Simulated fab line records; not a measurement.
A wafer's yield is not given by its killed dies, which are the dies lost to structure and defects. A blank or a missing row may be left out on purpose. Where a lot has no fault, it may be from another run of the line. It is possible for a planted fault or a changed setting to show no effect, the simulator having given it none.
Which tool is to blame? :: flow gf180mcu :: 12 lots with 36 wafers sampled at 4 steps, on a route of 602 steps

== WHAT EACH GAUGE READ, for each wafer ==
GF_V2_BOW_MEAS_05. Usual: V2_BOW gives 100 um (standard deviation 8.7).
lot: L482
measured: day 19 06:15
on: film_metro-04
V2_BOW (um): 99 95 99
flag: 

lot: L483
measured: day 19 17:18
on: film_metro-02
V2_BOW (um): 91 101 88
flag: 

lot: L484
measured: day 20 04:29
on: film_metro-02
V2_BOW (um): 106 106 109
flag: 

lot: L485
measured: day 20 07:07
on: film_metro-03
V2_BOW (um): 102 93 96
flag: 

lot: L486
measured: day 20 23:02
on: film_metro-02
V2_BOW (um): 109 120 103
flag: 

lot: L487
measured: day 21 06:53
on: film_metro-03
V2_BOW (um): 93 89 97
flag: 

lot: L491
measured: day 22 17:52
on: film_metro-02
V2_BOW (um): 110 102 117
flag: 

lot: L496
measured: day 24 05:28
on: film_metro-04
V2_BOW (um): 98 99 103
flag: 

lot: L499
measured: day 25 14:38
on: film_metro-04
V2_BOW (um): 92 91 102
flag: 

lot: L500
measured: day 25 17:25
on: film_metro-04
V2_BOW (um): 94 88 94
flag: 

lot: L503
measured: day 26 12:36
on: film_metro-04
V2_BOW (um): 112 121 114
flag: 

lot: L504
measured: day 26 23:10
on: film_metro-04
V2_BOW (um): 91 102 103
flag: 

== WHICH TOOL RAN EACH LOT (tool, then ch and the chambers of the sampled wafers, then the start) ==
lot: L482
GF_V1_CMP_26: cmp-02 ch 0,2,3, day 18 04:49
GF_M2_METAL_ETCH_16: rie_metal-04 ch 0,1, day 19 05:01
GF_V2_CVD_02: pecvd-03 ch 0,2, day 19 05:47

lot: L483
GF_V1_CMP_26: cmp-02 ch 0,2, day 18 14:41
GF_M2_METAL_ETCH_16: rie_metal-01 ch 0,1, day 19 16:04
GF_V2_CVD_02: pecvd-02 ch 0,1,2, day 19 16:52

lot: L484
GF_V1_CMP_26: cmp-01 ch 0,2, day 19 01:49
GF_M2_METAL_ETCH_16: rie_metal-01 ch 0,1, day 20 03:16
GF_V2_CVD_02: pecvd-04 ch 1,2, day 20 04:02

lot: L485
GF_V1_CMP_26: cmp-01 ch 0,2, day 19 05:01
GF_M2_METAL_ETCH_16: rie_metal-03 ch 0,1, day 20 05:55
GF_V2_CVD_02: pecvd-04 ch 0,1,2, day 20 06:41

lot: L486
GF_V1_CMP_26: cmp-01 ch 2,3, day 19 20:34
GF_M2_METAL_ETCH_16: rie_metal-01 ch 0,1, day 20 21:49
GF_V2_CVD_02: pecvd-04 ch 0,1,2, day 20 22:35

lot: L487
GF_V1_CMP_26: cmp-01 ch 0,1, day 20 04:36
GF_M2_METAL_ETCH_16: rie_metal-03 ch 0,1, day 21 05:34
GF_V2_CVD_02: pecvd-04 ch 0,1,2, day 21 06:20

lot: L491
GF_V1_CMP_26: cmp-01 ch 0,2,3, day 21 17:02
GF_M2_METAL_ETCH_16: rie_metal-03 ch 0, day 22 16:35
GF_V2_CVD_02: pecvd-03 ch 1,2, day 22 17:24

lot: L496
GF_V1_CMP_26: cmp-01 ch 0,2,3, day 23 05:29
GF_M2_METAL_ETCH_16: rie_metal-03 ch 0,1, day 24 04:16
GF_V2_CVD_02: pecvd-04 ch 0,1,2, day 24 05:02

lot: L499
GF_V1_CMP_26: cmp-01 ch 0,1,3, day 24 15:47
GF_M2_METAL_ETCH_16: rie_metal-03 ch 0,1, day 25 13:25
GF_V2_CVD_02: pecvd-02 ch 1,2, day 25 14:11

lot: L500
GF_V1_CMP_26: cmp-02 ch 0,2,3, day 24 18:04
GF_M2_METAL_ETCH_16: rie_metal-03 ch 0,1, day 25 16:13
GF_V2_CVD_02: pecvd-03 ch 0,1,2, day 25 16:59

lot: L503
GF_V1_CMP_26: cmp-02 ch 0,1, day 25 13:55
GF_M2_METAL_ETCH_16: rie_metal-04 ch 0,1, day 26 11:22
GF_V2_CVD_02: pecvd-03 ch 1,2, day 26 12:10

lot: L504
GF_V1_CMP_26: cmp-01 ch 0,1,3, day 26 00:58
GF_M2_METAL_ETCH_16: rie_metal-04 ch 0,1, day 26 21:54
GF_V2_CVD_02: pecvd-02 ch 0,1,2, day 26 22:43
- GF_V1_CMP_26: polishes, stops on SiO2, t overpolish 15 s, target thk 0 nm.
- GF_M2_METAL_ETCH_16: etches the open film in Cl2/BCl3, stops on SiO2, target depth 627.5 nm, time 104.6 s.
- GF_V2_CVD_02: deposits SiO2 from TEOS, target thk 850 nm, time 94.851 s.

== WHAT THE TOOLS THEMSELVES READ (means of the sampled wafers that have a number; where no wafer has one, the mark that the record gives instead) ==
GF_V1_CMP_26. Usual: motor_current_A 11.2 A, standard deviation 1.3; overpolish_run_s 15.001 s, standard deviation 0.0084; retaining_ring_pressure_frac 1.000, standard deviation 0.0049; time_to_endpoint_s 86 s, standard deviation 3.5.
lot: L482
tool: cmp-02
motor_current_A (A): 11.6
overpolish_run_s (s): 15.007
retaining_ring_pressure_frac: 1.001
time_to_endpoint_s (s): 90
flag: 

lot: L483
tool: cmp-02
motor_current_A (A): 12.1
overpolish_run_s (s): 14.994
retaining_ring_pressure_frac: 1.004
time_to_endpoint_s (s): 89
flag: 

lot: L484
tool: cmp-01
motor_current_A (A): 10.2
overpolish_run_s (s): 15.006
retaining_ring_pressure_frac: 1.002
time_to_endpoint_s (s): 93
flag: 

lot: L485
tool: cmp-01
motor_current_A (A): 10.7
overpolish_run_s (s): 15.008
retaining_ring_pressure_frac: 0.999
time_to_endpoint_s (s): 89
flag: 

lot: L486
tool: cmp-01
motor_current_A (A): 11.2
overpolish_run_s (s): 14.999
retaining_ring_pressure_frac: 1.004
time_to_endpoint_s (s): 88
flag: 

lot: L487
tool: cmp-01
motor_current_A (A): 10.3
overpolish_run_s (s): 15.007
retaining_ring_pressure_frac: 1.000
time_to_endpoint_s (s): 88
flag: 

lot: L491
tool: cmp-01
motor_current_A (A): 11.0
overpolish_run_s (s): 14.998
retaining_ring_pressure_frac: 1.003
time_to_endpoint_s (s): 88
flag: 

lot: L496
tool: cmp-01
motor_current_A (A): 11.2
overpolish_run_s (s): 15.003
retaining_ring_pressure_frac: 1.005
time_to_endpoint_s (s): 87
flag: 

lot: L499
tool: cmp-01
motor_current_A (A): 11.4
overpolish_run_s (s): 14.994
retaining_ring_pressure_frac: 0.998
time_to_endpoint_s (s): 90
flag: 

lot: L500
tool: cmp-02
motor_current_A (A): 11.7
overpolish_run_s (s): 15.015
retaining_ring_pressure_frac: 1.001
time_to_endpoint_s (s): 88
flag: 

lot: L503
tool: cmp-02
motor_current_A (A): 12.1
overpolish_run_s (s): 14.999
retaining_ring_pressure_frac: 1.001
time_to_endpoint_s (s): 83
flag: 

lot: L504
tool: cmp-01
motor_current_A (A): 11.5
overpolish_run_s (s): 14.999
retaining_ring_pressure_frac: 1.004
time_to_endpoint_s (s): 87
flag: 

GF_M2_METAL_ETCH_16. Usual: bias_w 139.9 W, standard deviation 0.45; drypump_motor_current_A 6.05 A, standard deviation 0.29; oes_product_au 0.972 a.u., standard deviation 0.0067; rf_fwd_power_W 795.8 W, standard deviation 2.8; throttle_valve_pct 28.250 %, standard deviation 0.01.
lot: L482
tool: rie_metal-04
bias_w (W): 139.9
drypump_motor_current_A (A): 6.05
oes_product_au (a.u.): 0.978
rf_fwd_power_W (W): 791.4
throttle_valve_pct (%): 28.240
flag: 

lot: L483
tool: rie_metal-01
bias_w (W): 139.8
drypump_motor_current_A (A): 6.41
oes_product_au (a.u.): 0.976
rf_fwd_power_W (W): 797.2
throttle_valve_pct (%): 28.243
flag: 

lot: L484
tool: rie_metal-01
bias_w (W): 139.6
drypump_motor_current_A (A): 6.39
oes_product_au (a.u.): 0.967
rf_fwd_power_W (W): 794.1
throttle_valve_pct (%): 28.242
flag: 

lot: L485
tool: rie_metal-03
bias_w (W): 140.2
drypump_motor_current_A (A): 5.78
oes_product_au (a.u.): 0.975
rf_fwd_power_W (W): 796.4
throttle_valve_pct (%): 28.246
flag: 

lot: L486
tool: rie_metal-01
bias_w (W): 140.3
drypump_motor_current_A (A): 6.37
oes_product_au (a.u.): 0.978
rf_fwd_power_W (W): 795.9
throttle_valve_pct (%): 28.248
flag: 

lot: L487
tool: rie_metal-03
bias_w (W): 139.6
drypump_motor_current_A (A): 5.91
oes_product_au (a.u.): 0.978
rf_fwd_power_W (W): 796.5
throttle_valve_pct (%): 28.246
flag: 

lot: L491
tool: rie_metal-03
bias_w (W): 140.2
drypump_motor_current_A (A): 5.66
oes_product_au (a.u.): 0.972
rf_fwd_power_W (W): 797.6
throttle_valve_pct (%): 28.247
flag: 

lot: L496
tool: rie_metal-03
bias_w (W): 139.9
drypump_motor_current_A (A): 5.90
oes_product_au (a.u.): 0.971
rf_fwd_power_W (W): 796.6
throttle_valve_pct (%): 28.251
flag: 

lot: L499
tool: rie_metal-03
bias_w (W): 145.2
drypump_motor_current_A (A): 5.79
oes_product_au (a.u.): 0.972
rf_fwd_power_W (W): 797.7
throttle_valve_pct (%): 28.248
flag: OFF

lot: L500
tool: rie_metal-03
bias_w (W): 142.6
drypump_motor_current_A (A): 5.90
oes_product_au (a.u.): 0.963
rf_fwd_power_W (W): 797.4
throttle_valve_pct (%): 28.260
flag: OFF

lot: L503
tool: rie_metal-04
bias_w (W): 139.4
drypump_motor_current_A (A): 6.14
oes_product_au (a.u.): 0.971
rf_fwd_power_W (W): 795.1
throttle_valve_pct (%): 28.259
flag: 

lot: L504
tool: rie_metal-04
bias_w (W): 139.8
drypump_motor_current_A (A): 6.03
oes_product_au (a.u.): 0.968
rf_fwd_power_W (W): 794.0
throttle_valve_pct (%): 28.259
flag: 

GF_V2_CVD_02. Usual: heater_power_w 597 W, standard deviation 160; rf_fwd_power_W 597.4 W, standard deviation 1.9.
lot: L482
tool: pecvd-03
heater_power_w (W): 852
rf_fwd_power_W (W): 595.5
flag: 

lot: L483
tool: pecvd-02
heater_power_w (W): 545
rf_fwd_power_W (W): 597.1
flag: 

lot: L484
tool: pecvd-04
heater_power_w (W): 508
rf_fwd_power_W (W): 597.3
flag: 

lot: L485
tool: pecvd-04
heater_power_w (W): 523
rf_fwd_power_W (W): 598.9
flag: 

lot: L486
tool: pecvd-04
heater_power_w (W): 539
rf_fwd_power_W (W): 598.1
flag: 

lot: L487
tool: pecvd-04
heater_power_w (W): 492
rf_fwd_power_W (W): 598.2
flag: 

lot: L491
tool: pecvd-03
heater_power_w (W): 727
rf_fwd_power_W (W): 597.3
flag: 

lot: L496
tool: pecvd-04
heater_power_w (W): 529
rf_fwd_power_W (W): 596.2
flag: 

lot: L499
tool: pecvd-02
heater_power_w (W): 642
rf_fwd_power_W (W): 595.7
flag: 

lot: L500
tool: pecvd-03
heater_power_w (W): 718
rf_fwd_power_W (W): 598.3
flag: 

lot: L503
tool: pecvd-03
heater_power_w (W): 761
rf_fwd_power_W (W): 598.6
flag: 

lot: L504
tool: pecvd-02
heater_power_w (W): 566
rf_fwd_power_W (W): 598.0
flag: 

== THE ANSWER, worked out from the rows above alone ==
Rule: a lot is off if the mean of its wafers that have a number lies more than 3 standard deviations from the usual mean. A lot without any number at a reading at which 4 lots or more have one is off too. Any other lot the step has rows for is counted as sound. Order of review: gauges by route order, followed by the tools' own readings, for which a lot's mean as printed above is used. At the first step where some lot is off, the reading lying furthest off is the one used; lots without a number count as furthest.
Off at GF_M2_METAL_ETCH_16 (bias_w): L499, L500.
If a tool, at that step or one of the process steps before it, ran each lot that is off and ran no sound lot following the first of them, it fits. One fits: GF_M2_METAL_ETCH_16 on rie_metal-03. A fault onset in the window from L496 (day 24 04:16, its last sound lot) to L499 (day 25 13:25, its first lot off) fits.
The tool's own readings at GF_M2_METAL_ETCH_16 bear it out: on the lots that are off they differ by more than 5 times the standard deviation of the sound lots' means. bias_w reads 143.9 W there against 139.9 W on the sound lots.

== WHAT THE SIMULATOR HAD INSERTED ==
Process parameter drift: rie_metal-03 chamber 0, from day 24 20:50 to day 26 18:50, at GF_M2_METAL_ETCH_16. From 140, the setting bias_w moved by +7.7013. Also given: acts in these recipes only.
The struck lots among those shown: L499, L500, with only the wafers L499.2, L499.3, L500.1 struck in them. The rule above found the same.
